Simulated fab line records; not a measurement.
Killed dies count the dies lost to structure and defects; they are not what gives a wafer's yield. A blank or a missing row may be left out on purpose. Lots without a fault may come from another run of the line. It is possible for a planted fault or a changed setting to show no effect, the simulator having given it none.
A struck lot beside a sound one | flow sfq-line | 21 out of 325 route steps
Sound: these wafers, L310.1, L310.2, L310.5. Wafers L324.2, L324.5, L324.6 were the ones struck. At the end, the cause is stated.
Per side, at each step with rows, come the tool, then ch with its chambers, and then its first start. Under that, the readings that differ: sound wafers | struck wafers | difference of the means | sigmas: that difference in standard deviations of wafers without a fault.
alike: same words and numbers on both sides, and readings whose means sit less than 2 such deviations apart. not compared: any withheld reading, any reading some wafer has no value for, any bound like >300 that may hide the same value, and any number with overlapping values for which the record gives no deviation.
Wherever a step has rows on one side only, a row that says differs or no value, or a row with sigmas, the two part there. Non-overlapping numbers with no deviation appear without sigmas and do not part them. A reading that every wafer of one side lacks parts them only if that side has two wafers or more.

SFQ_L0_THK_MEAS_902: measures by xrf.
  sound on film-metro-04, day 2 08:41; struck on film-metro-03, day 5 06:41
  alike: L0_MONX_KI_THK
then, 6 steps without rows for these wafers: SFQ_TRILAYER_L0_LITHO_COAT_010 (resist thk 62 nm); SFQ_TRILAYER_L0_LITHO_COAT_005 (resist thk 600 nm); SFQ_TRILAYER_L0_LITHO_SOFTBAKE_009; SFQ_TRILAYER_L0_LITHO_EXPOSE_006 (exposes mask L0, target cd 2000 nm); SFQ_TRILAYER_L0_LITHO_PEB_008 (peb time 60 s); SFQ_TRILAYER_L0_LITHO_DEVELOP_007 (time 60 s).
-- the record jumps here: 5 days lie between the struck wafers' starts before and after --
SFQ_TRILAYER_L0_BARC_OPEN_METAL_ETCH_010: etches BARC in O2, target depth 125 nm, time 41.7 s.
  sound on rie-metal-03 ch 0,1, day 5 10:07; struck on rie-metal-04 ch 0,1, day 9 20:14
  alike: drypump-motor-current-A, he-backside-leak-sccm, oes-product-au
  not compared: rf-hours-counter-h
SFQ_TRILAYER_L0_ETCH_METAL_ETCH_008: etches MoNx KI in SF6/O2, stops on SiO2, target depth 50 nm, time 25 s.
  sound on rie-metal-03 ch 0,1, day 5 10:10; struck on rie-metal-04 ch 0,1, day 9 20:18
  reading                      | sound          | struck         | difference | sigmas
  he-backside-leak-sccm (sccm) | 3.60 3.78 3.79 | 3.17 3.39 3.24 | -0.46      | -2
  alike: drypump-motor-current-A, oes-product-au
  not compared: rf-hours-counter-h
SFQ_TRILAYER_L0_STRIP_STRIP_009: strips in O2.
  sound on rie-metal-03 ch 0,1, day 5 10:13; struck on rie-metal-04 ch 0,1, day 9 20:21
  alike: drypump-motor-current-A, he-backside-leak-sccm, oes-product-au
  not compared: rf-hours-counter-h
then, 1 step without rows for these wafers: SFQ_TRILAYER_L0_STRIP_SOLV_CLEAN_010 (cleans in NMP, time 600 s).
SFQ_TRILAYER_L0_CAP_PECVD_011: deposits SiO2 from SiH4/N2O, time 13.333 s, target thk 60 nm.
  sound on pecvd-03 ch 0,1,2, day 5 10:59; struck on pecvd-02 ch 1,2, day 9 21:07
  alike: heater-power-w, throttle-valve-pct
SFQ_TRILAYER_L0_VIA_LITHO_COAT_018: resist thk 62 nm.
  sound on litho-track-02 ch 0, day 5 11:01; struck on litho-track-02 ch 0, day 9 21:22
  reading                                                  | sound             | struck            | difference | sigmas
  model.BARC_of_TRILAYER_L0_VIA_LITHO_COAT_018.thk-nm (nm) | 62.21 62.05 62.17 | 65.59 65.36 65.42 | +3.31      |
  alike: resist-line-temp-C
then, 5 steps without rows for these wafers: SFQ_TRILAYER_L0_VIA_LITHO_COAT_013 (resist thk 650 nm); SFQ_TRILAYER_L0_VIA_LITHO_SOFTBAKE_017; SFQ_TRILAYER_L0_VIA_LITHO_EXPOSE_014 (exposes mask L0V, target cd 700 nm); SFQ_TRILAYER_L0_VIA_LITHO_PEB_016 (peb time 60 s); SFQ_TRILAYER_L0_VIA_LITHO_DEVELOP_015 (time 60 s).
-- the record jumps here: 5 days lie between the struck wafers' starts before and after --
SFQ_L0V_OVL_MEAS_903:
  sound on overlay-01, day 10 02:22; struck on overlay-02, day 14 19:03
  alike: L0V_OVL
SFQ_TRILAYER_L0_VIA_BARC_OPEN_VIA_ETCH_021: etches BARC in O2, target depth 125 nm, time 41.7 s.
  sound on rie-diel-04 ch 0,2,3, day 10 02:24; struck on rie-diel-04 ch 1,2,3, day 14 19:05
  reading                  | sound             | struck            | difference | sigmas
  oes-product-au (a.u.)    | 0.685 0.691 0.678 | 0.710 0.700 0.702 | +0.019     | +4
  model.etch.depth-nm (nm) | 62.21 62.05 62.17 | 65.59 65.36 65.42 | +3.31      |
  alike: drypump-motor-current-A
  not compared: rf-hours-counter-h
SFQ_TRILAYER_L0_VIA_ETCH_VIA_ETCH_016: etches SiO2 in CHF3, stops on MoNx KI, target depth 80 nm.
  sound on rie-diel-04 ch 0,2,3, day 10 02:26; struck on rie-diel-04 ch 1,2,3, day 14 19:07
  alike: drypump-motor-current-A, oes-product-au

== WHERE THEY PART ==
Earliest at SFQ_TRILAYER_L0_ETCH_METAL_ETCH_008; latest, in this record, at SFQ_TRILAYER_L0_VIA_BARC_OPEN_VIA_ETCH_021. Later steps at which nothing parts them and some readings are alike: SFQ_TRILAYER_L0_VIA_ETCH_VIA_ETCH_016.

WHY: the cause the simulator had injected
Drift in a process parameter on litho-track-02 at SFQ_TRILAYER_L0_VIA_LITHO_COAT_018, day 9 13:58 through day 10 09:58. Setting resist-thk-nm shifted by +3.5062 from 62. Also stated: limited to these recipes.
